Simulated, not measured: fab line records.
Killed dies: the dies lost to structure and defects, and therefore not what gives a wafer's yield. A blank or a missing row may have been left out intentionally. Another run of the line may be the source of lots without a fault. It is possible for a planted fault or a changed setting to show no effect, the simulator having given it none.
What tool caused it?	flow gf180mcu	11 lots, 33 wafers sampled, at 5 steps of a route of 602

## WHAT EACH GAUGE READ, for each wafer
GF_SALICIDE_RS_MEAS_04: a four-point-probe measurement.
lot	measured	on	SALICIDE_TIN_RS (ohm/sq)
L125	day 15 06:59	filmMetro-01	16.43 16.41 16.52
L127	day 16 07:31	filmMetro-02	16.25 16.26 16.20
L128	day 16 09:56	filmMetro-02	16.49 15.97 16.28
L133	day 18 01:47	filmMetro-01	16.07 15.93 16.06
L135	day 19 00:47	filmMetro-01	16.31 16.63 16.59
L136	day 19 03:49	filmMetro-03	15.98 16.12 16.01
L137	day 20 03:30	filmMetro-02	15.97 16.28 16.25
L142	day 21 16:10	filmMetro-03	16.59 16.77 16.62
L144	day 22 06:40	filmMetro-03	16.13 16.03 16.32
L145	day 22 12:43	filmMetro-02	16.15 16.21 16.21
L147	day 23 13:21	filmMetro-03	16.74 16.48 16.49

GF_M1_THK_MEAS_06: measures by xrf.
lot	measured	on	M1_ALCU_THK (nm)
L125	day 16 07:37	filmMetro-03	444 450 443
L127	day 17 08:46	filmMetro-01	445 451 449
L128	day 17 10:54	filmMetro-04	449 450 447
L133	day 19 04:32	filmMetro-03	437 434 440
L135	day 20 03:34	filmMetro-04	451 452 449
L136	day 20 07:11	filmMetro-03	452 447 450
L137	day 21 06:19	filmMetro-04	459 460 459
L142	day 22 18:10	filmMetro-03	442 436 441
L144	day 23 08:32	filmMetro-03	393 431 436
L145	day 23 14:02	filmMetro-04	403 448 444
L147	day 24 14:22	filmMetro-03	437 439 441

## WHICH TOOL RAN EACH LOT (tool, then ch and the chambers of the sampled wafers, then the start)
lot	GF_CONTACT_ETCH_16	GF_CONTACT_CMP_27	GF_M1_SPUTTER_04
L125	rieDiel-01 ch 2,3, day 16 06:07	cmp-02 ch 1,2,3, day 16 07:04	pvdSputter-02, day 16 07:26
L127	rieDiel-04 ch 1,2,3, day 17 07:17	cmp-01 ch 0,1,2, day 17 08:11	pvdSputter-04, day 17 08:37
L128	rieDiel-04 ch 1,2,3, day 17 09:20	cmp-02 ch 0,1,2, day 17 10:13	pvdSputter-02, day 17 10:39
L133	rieDiel-01 ch 0,1,3, day 19 02:56	cmp-01 ch 0,1,3, day 19 03:59	pvdSputter-02, day 19 04:22
L135	rieDiel-02 ch 0,2,3, day 20 02:04	cmp-02 ch 0,1,3, day 20 02:58	pvdSputter-02, day 20 03:24
L136	rieDiel-02 ch 1,2,3, day 20 05:41	cmp-02 ch 1,2, day 20 06:31	pvdSputter-02, day 20 07:00
L137	rieDiel-01 ch 1,2,3, day 21 04:50	cmp-01 ch 0,3, day 21 05:40	pvdSputter-04, day 21 06:09
L142	rieDiel-01 ch 0,2,3, day 22 16:41	cmp-01 ch 1,3, day 22 17:35	pvdSputter-04, day 22 18:01
L144	rieDiel-04 ch 1,2, day 23 06:56	cmp-01 ch 0,1, day 23 07:52	pvdSputter-02, day 23 08:21
L145	rieDiel-04 ch 1,2, day 23 12:32	cmp-02 ch 0,2, day 23 13:26	pvdSputter-02, day 23 13:52
L147	rieDiel-01 ch 1,3, day 24 12:53	cmp-01 ch 0,3, day 24 13:43	pvdSputter-01, day 24 14:12
- GF_CONTACT_ETCH_16: etches BARC in N2/H2.
- GF_CONTACT_CMP_27: polishes, stops on SiO2, t overpolish 15 s, target thk 0 nm.
- GF_M1_SPUTTER_04: material TiN, target thk 50 nm, time 41.7 s.

## AS READ BY THE TOOLS THEMSELVES (means over the sampled wafers that have a number; for cases with no such wafer, the mark the record gives instead)
GF_CONTACT_ETCH_16.
lot	tool	drypumpMotorCurrentA (A)	oesProductAu (a.u.)	throttleValvePct (%)
L125	rieDiel-01	5.4	0.852	13.229
L127	rieDiel-04	5.9	0.856	13.222
L128	rieDiel-04	5.9	0.853	13.214
L133	rieDiel-01	5.8	0.848	13.223
L135	rieDiel-02	6.0	0.855	13.217
L136	rieDiel-02	6.1	0.856	13.218
L137	rieDiel-01	5.7	0.855	13.231
L142	rieDiel-01	5.5	0.857	13.233
L144	rieDiel-04	5.9	0.852	13.226
L145	rieDiel-04	5.9	0.856	13.222
L147	rieDiel-01	5.6	0.852	13.226

GF_CONTACT_CMP_27.
lot	tool	motorCurrentA (A)	overpolishRunS (s)	retainingRingPressureFrac	timeToEndpointS (s)
L125	cmp-02	10.5	14.995	1.002	70.1
L127	cmp-01	11.3	15.005	0.996	70.5
L128	cmp-02	11.2	14.995	1.003	69.7
L133	cmp-01	11.2	15.007	1.000	72.6
L135	cmp-02	10.5	15.001	1.001	72.9
L136	cmp-02	10.5	15.002	1.004	75.4
L137	cmp-01	9.7	14.996	0.999	67.9
L142	cmp-01	10.9	14.999	0.997	75.4
L144	cmp-01	12.0	15.011	1.004	75.0
L145	cmp-02	12.1	15.009	0.996	72.9
L147	cmp-01	10.8	14.989	1.006	72.2

GF_M1_SPUTTER_04.
lot	tool	cathodeDcPowerW (W)	throttleValvePct (%)
L125	pvdSputter-02	6498.7	30.2
L127	pvdSputter-04	6498.5	28.9
L128	pvdSputter-02	6499.9	30.4
L133	pvdSputter-02	6500.2	29.6
L135	pvdSputter-02	6500.0	30.4
L136	pvdSputter-02	6500.4	30.3
L137	pvdSputter-04	6500.2	29.0
L142	pvdSputter-04	6499.7	30.2
L144	pvdSputter-02	6498.9	30.2
L145	pvdSputter-02	6500.3	29.9
L147	pvdSputter-01	6500.6	30.0

## THE ANSWER, worked out from the rows above alone
Rule: the usual values come from the lots themselves. The widest of any qualifying gaps counts: lots, ordered by their means at a reading, are off when they make up no more than a third of the lots, leave a main group of 4 or more, and stand apart from it by 3 or more times the standard deviation of that group's means. Not used: any main group whose means are identical at the precision the tables above print for the reading. Also off: a lot with no number at a reading for which 4 or more lots have one. Any other lot the step has rows for is counted as sound. First the gauges in route order, then the tools' own readings, where a lot's mean is used as printed above. At the first step where some lot is off, the reading lying furthest off is the one used; lots without a number count as furthest.
No lot is off at any reading shown: from this, nothing can be told.

## WHAT THE SIMULATOR PUT IN
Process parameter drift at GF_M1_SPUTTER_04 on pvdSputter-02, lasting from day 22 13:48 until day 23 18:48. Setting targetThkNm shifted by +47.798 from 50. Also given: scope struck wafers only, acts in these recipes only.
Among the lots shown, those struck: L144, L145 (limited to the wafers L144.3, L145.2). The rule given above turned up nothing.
